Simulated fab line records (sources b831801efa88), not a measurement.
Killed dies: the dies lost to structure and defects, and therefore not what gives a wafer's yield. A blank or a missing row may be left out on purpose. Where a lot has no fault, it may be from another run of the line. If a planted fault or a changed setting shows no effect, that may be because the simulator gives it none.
fab line records    flow sky130
record: lots: 14  wafers: 42  lastDay: 52
route steps=708 shown VIA2@522 CAPM@548 METAL3@564
lots that met no fault: taken from a fault-free run of the same line
startH: start of the lot's first displayed wafer, in hours after the record's first day    waitH: time in hours since the lot's previous step    " same as the row above    L1.1+2: several wafers, shown together as one row    - no value present, or no start provided    * or withheld: withheld    < > ~ a bound
route shown NAME@n: NAME is a module with steps in the file, n the number in the route of the first one    usual: mean and standard deviation over wafers with no fault    same: alike in all rows    chamber/n: place in a boat    sites: readings site by site    _std_site: their standard deviation    _edge_site: outer sites' mean less inner sites'    radiusMm: for every site, how far away it sits from the centre of the wafer    mask NAME#n: copy n    behind: the last tool/chamber to shape the wafer    hold: reason for holding the lot/hours on hold/outcome of the hold    device: which transistor (n, p or np) failed to switch    end of line: the route-end tests of the same wafers    step lacking rows: just its recipe    killed: at the first sort, the dies lost to defects and structure; wafer yield is something else    map: a wafer's dies, marking killed ones x, the rest . and places with no die _
set.NAME: the run value of the setting; set.NAME@STEP: its run value at that earlier step    model.NAME: the simulator's own value behind a step, which no gauge read
one table for each step of the route and one row for each wafer, over a sample of lots
services: the hour from which a tool's chamber was out of use, counted from the record's first day as startH (under 0 if before that day), plus the number of hours and why
== steps ==
step: SKY_VIA2_ETCH_15
recipe: target: SiO2  chemistry: C4F8/O2/Ar  targetDepthNm: 546  stopOn: TiN  maskMaterial: KrF-thick  sourceW: 1500  biasW: 1200  pressureMtorr: 40  c4f8FlowSccm: withheld  O2_flow_sccm: 6  Ar_flow_sccm: 300  timeS: 84
usual: oesProductAu: 0.927/0.005
lot.wafer  tool        chamber  startH   waitH  oesProductAu  rfHoursCounterH
L234.1     rieDiel-03  2        876.89   0.0    0.932         6
L234.4     "           0        "        "      0.924         6
L234.5     "           3        "        "      0.926         -
L237.3     rieDiel-02  1        916.85   0.0    0.924         19
L237.4     "           0        "        "      0.930         1
L237.6     "           3        "        "      0.932         -
L238.4     rieDiel-04  3        923.74   0.0    0.930         12
L238.5     "           1        "        "      0.923         -
L238.6     "           2        "        "      0.939         -
L239.1     rieDiel-02  2        929.84   0.0    0.930         7
L239.3     "           3        "        "      0.930         20
L239.4     "           0        "        "      0.927         2
L240.1     rieDiel-03  3        936.15   0.0    0.935         6
L240.2     "           0        "        "      0.921         8
L240.5     "           2        "        "      0.933         -
L243.1     rieDiel-04  1        961.64   0.0    0.930         16
L243.5     "           1        "        "      0.920         -
L243.6     "           2        "        "      0.929         -
L244.1     rieDiel-02  1        964.95   0.0    0.931         21
L244.3     "           3        "        "      0.940         20
L244.5     "           2        "        "      0.928         -
L250.1     rieDiel-02  1        1010.64  0.0    0.933         23
L250.2     "           2        "        "      0.931         10
L250.6     "           2        "        "      0.933         -
L253.1     rieDiel-04  1        1029.79  0.0    0.924         18
L253.2     "           3        "        "      0.921         15
L253.5     "           3        "        "      0.928         -
L252.2     rieDiel-04  3        1031.64  0.0    0.929         15
L252.4     "           1        "        "      0.932         19
L252.5     "           1        "        "      0.926         -
L254.1     rieDiel-02  3        1035.44  0.0    0.923         23
L254.4     "           0        "        "      0.927         6
L254.5     "           1        "        "      0.929         -
L255.2     rieDiel-04  3        1044.04  0.0    0.925         16
L255.3     "           2        "        "      0.928         22
L255.6     "           2        "        "      0.919         -
L256.2     rieDiel-04  1        1048.10  0.0    0.929         19
L256.3     "           3        "        "      0.923         16
L256.6     "           0        "        "      0.927         -
L257.1     rieDiel-02  0        1052.64  0.0    0.927         6
L257.3     "           1        "        "      0.935         24
L257.6     "           1        "        "      0.931         -
step: SKY_VIA2_STRIP_16
recipe: chemistry: O2/N2  powerW: 1400  pressureMtorr: 1500  platenTempC: withheld  o2FlowSccm: 3000  n2FlowSccm: 300  overashFraction: 0.5
usual: drypumpMotorCurrentA: 5.8/0.49  oesProductAu: 0.399/0.0049  stripTimeToEndpointS: 4.049/0.029
lot.wafer  tool            chamber  startH   waitH  drypumpMotorCurrentA  oesProductAu  rfHoursCounterH  stripTimeToEndpointS
L234.1     plasmaAsher-04  1        876.95   0.0    5.7                   0.399         76               4.080
L234.4     "               0        "        "      6.0                   0.398         -                4.041
L234.5     "               1        "        "      5.7                   0.396         -                4.040
L237.3     plasmaAsher-03  1        916.95   0.1    6.7                   0.392         -                4.057
L237.4     "               0        "        "      5.0                   0.395         -                4.046
L237.6     "               1        "        "      6.7                   0.404         -                4.050
L238.4     plasmaAsher-04  1        923.84   0.1    5.7                   0.394         -                4.025
L238.5     "               1        "        "      5.7                   0.402         -                4.045
L238.6     "               0        "        "      6.0                   0.395         -                4.028
L239.1     plasmaAsher-03  1        929.90   0.0    6.7                   0.392         49               4.028
L239.3     "               0        "        "      5.0                   0.404         -                4.048
L239.4     "               1        "        "      6.7                   0.395         -                4.051
L240.1     plasmaAsher-04  0        936.21   0.0    6.0                   0.406         82               4.076
L240.2     "               1        "        "      5.7                   0.397         82               4.041
L240.5     "               1        "        "      5.7                   0.406         -                4.089
L243.1     plasmaAsher-03  1        961.70   0.0    6.7                   0.400         52               4.062
L243.5     "               1        "        "      6.7                   0.397         -                4.101
L243.6     "               0        "        "      5.0                   0.402         -                4.053
L244.1     plasmaAsher-03  1        965.01   0.0    6.7                   0.396         52               4.104
L244.3     "               0        "        "      5.0                   0.395         -                4.063
L244.5     "               1        "        "      6.7                   0.394         -                4.026
L250.1     plasmaAsher-04  1        1010.70  0.0    5.7                   0.391         90               4.094
L250.2     "               0        "        "      6.1                   0.394         90               4.021
L250.6     "               0        "        "      6.1                   0.408         -                4.045
L253.1     plasmaAsher-02  0        1029.85  0.0    5.6                   0.398         28               4.033
L253.2     "               1        "        "      6.0                   0.398         28               4.029
L253.5     "               1        "        "      6.0                   0.393         -                4.040
L252.2     plasmaAsher-03  1        1031.70  0.0    6.7                   0.401         58               4.037
L252.4     "               0        "        "      5.0                   0.403         -                4.046
L252.5     "               1        "        "      6.7                   0.402         -                4.072
L254.1     plasmaAsher-04  1        1035.51  0.0    5.7                   0.404         93               4.057
L254.4     "               0        "        "      6.1                   0.399         -                4.057
L254.5     "               0        "        "      6.1                   0.400         -                4.071
L255.2     plasmaAsher-03  1        1044.10  0.0    6.7                   0.398         59               4.005
L255.3     "               1        "        "      6.7                   0.387         -                4.010
L255.6     "               1        "        "      6.7                   0.398         -                4.026
L256.2     plasmaAsher-02  1        1048.16  0.0    6.0                   0.399         30               4.025
L256.3     "               0        "        "      5.6                   0.406         -                4.030
L256.6     "               0        "        "      5.6                   0.390         -                4.033
L257.1     plasmaAsher-02  1        1052.71  0.0    6.0                   0.400         30               4.077
L257.3     "               1        "        "      6.0                   0.395         -                4.099
L257.6     "               1        "        "      6.0                   0.400         -                4.108
step: SKY_CAPM_DEVELOP_11
recipe: resist: NOVOLAK  developer: TMAH  developTimeS: 60  devTempC: 23
usual: chillPlateTempC: 22.99/0.1  developTimeS: 60/0
lot.wafer  tool           chamber  startH   waitH  chillPlateTempC  developTimeS
L234.1     lithoTrack-04  0        907.34   0.1    22.98            60
L234.4     "              0        "        "      22.87            60
L234.5     "              0        "        "      22.98            60
L237.3     lithoTrack-04  0        946.69   0.1    22.99            60
L237.4     "              0        "        "      22.94            60
L237.6     "              0        "        "      22.88            60
L238.4     lithoTrack-01  0        953.43   0.1    22.85            60
L238.5     "              0        "        "      22.86            60
L238.6     "              0        "        "      23.14            60
L239.1     lithoTrack-04  0        959.39   0.1    23.11            60
L239.3     "              0        "        "      22.87            60
L239.4     "              0        "        "      22.81            60
L240.1     lithoTrack-01  0        964.90   0.1    22.97            60
L240.2     "              0        "        "      22.88            60
L240.5     "              0        "        "      22.94            60
L243.1     lithoTrack-01  -        988.80   0.1    -                -
L243.5     "              -        "        "      -                -
L243.6     "              -        "        "      -                -
L244.1     lithoTrack-03  -        992.19   0.1    -                -
L244.3     "              -        "        "      -                -
L244.5     "              -        "        "      -                -
L250.1     lithoTrack-01  0        1035.75  0.1    22.83            60
L250.2     "              0        "        "      23.02            60
L250.6     "              0        "        "      23.17            60
L253.1     lithoTrack-01  0        1054.35  0.1    23.06            60
L253.2     "              0        "        "      23.06            60
L253.5     "              0        "        "      23.03            60
L252.2     lithoTrack-01  0        1056.58  0.1    23.22            60
L252.4     "              0        "        "      23.15            60
L252.5     "              0        "        "      23.09            60
L254.1     lithoTrack-03  0        1060.19  0.1    22.99            60
L254.4     "              0        "        "      23.08            60
L254.5     "              0        "        "      22.96            60
L255.2     lithoTrack-03  0        1068.67  0.1    23.13            60
L255.3     "              0        "        "      22.91            60
L255.6     "              0        "        "      23.27            60
L256.2     lithoTrack-04  0        1072.47  0.1    22.85            60
L256.3     "              0        "        "      22.89            60
L256.6     "              0        "        "      23.03            60
L257.1     lithoTrack-03  0        1076.69  0.1    23.01            60
L257.3     "              0        "        "      22.93            60
L257.6     "              0        "        "      22.99            60
step: SKY_METAL3_OVL_MEAS_14
usual: METAL3_OVL: -1/6.1
lot.wafer  tool        chamber  startH   waitH  METAL3_OVL[nm]
L234.1     overlay-01  -        936.66   0.1    -9
L234.4     "           -        "        "      -12
L234.5     "           -        "        "      -13
L237.3     overlay-02  -        974.58   0.1    5
L237.4     "           -        "        "      -8
L237.6     "           -        "        "      -3
L238.4     overlay-02  -        981.13   0.1    -3
L238.5     "           -        "        "      -3
L238.6     "           -        "        "      -3
L239.1     overlay-02  -        986.67   0.1    -9
L239.3     "           -        "        "      -5
L239.4     "           -        "        "      -9
L240.1     overlay-02  -        991.37   0.1    -1
L240.2     "           -        "        "      -2
L240.5     "           -        "        "      5
L250.1     overlay-02  -        1059.81  0.1    -6
L250.2     "           -        "        "      5
L250.6     "           -        "        "      -7
L253.1     overlay-02  -        1077.27  0.1    -5
L253.2     "           -        "        "      -12
L253.5     "           -        "        "      -10
L252.2     overlay-01  -        1080.52  0.1    1
L252.4     "           -        "        "      -3
L252.5     "           -        "        "      -5
L254.1     overlay-01  -        1084.07  0.1    5
L254.4     "           -        "        "      4
L254.5     "           -        "        "      2
L255.2     overlay-01  -        1092.18  0.1    7
L255.3     "           -        "        "      7
L255.6     "           -        "        "      6
L256.2     overlay-01  -        1095.33  0.1    -2
L256.3     "           -        "        "      -5
L256.6     "           -        "        "      2
L257.1     overlay-02  -        1099.11  0.1    -1
L257.3     "           -        "        "      -4
L257.6     "           -        "        "      1
== services ==
tool            chamber  startH   hours  kind
rieDiel-02      -        859.71   0.4    repair
rieDiel-04      0        871.89   8.4    repair
rieDiel-03      0        880.72   6.2    repair
rieDiel-04      2        889.66   3.1    repair
rieDiel-02      2        892.22   7.5    repair
plasmaAsher-02  -        894.68   10.7   repair
plasmaAsher-04  -        905.92   4.2    repair
plasmaAsher-04  -        926.29   2.8    pm
plasmaAsher-03  -        930.40   8.7    repair
plasmaAsher-02  -        931.88   15.6   pm
rieDiel-03      2        934.58   1.2    repair
rieDiel-03      1        934.73   8.7    repair
rieDiel-02      3        943.43   16.5   repair
plasmaAsher-02  -        951.94   1.3    repair
rieDiel-03      1        967.80   5.9    repair
rieDiel-02      3        1004.32  8.2    repair
rieDiel-02      2        1015.94  8.9    repair
rieDiel-03      2        1018.99  2.5    repair
plasmaAsher-03  -        1023.54  6.3    repair
plasmaAsher-04  -        1030.15  1.7    repair
rieDiel-04      3        1036.15  5.4    repair
rieDiel-03      2        1041.60  8.4    repair
rieDiel-02      2        1046.80  9.8    repair
plasmaAsher-04  -        1074.71  1.3    repair
== key ==
firstSign: step: SKY_CAPM_DEVELOP_11  reading: toolRecord  direction: missing
effect none on later readings
metAt SKY_CAPM_DEVELOP_11
struckLots L243,L244
laterRowsLeftOut L243.1,L243.5,L243.6,L244.1,L244.3,L244.5
sortLeftOut L243.1,L243.5,L243.6,L244.1,L244.3,L244.5
notActingAt SKY_VIA2_ETCH_15,SKY_VIA2_STRIP_16,SKY_METAL3_OVL_MEAS_14
onsetBetween 964.90 988.80
fault: kind: skippedStepWhole  tool: lithoTrack-01,lithoTrack-03  chamber: -  onsetH: 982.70  steps: SKY_CAPM_DEVELOP_11  scope: struckLotsOnly
sortLeftOut: the simulated sort isn't trusted on such a fault, so these wafers' sort isn't shown, and their yield isn't known
laterRowsLeftOut: the simulator's readings of these wafers behind a module that went badly wrong aren't trusted and aren't shown, but for the sort
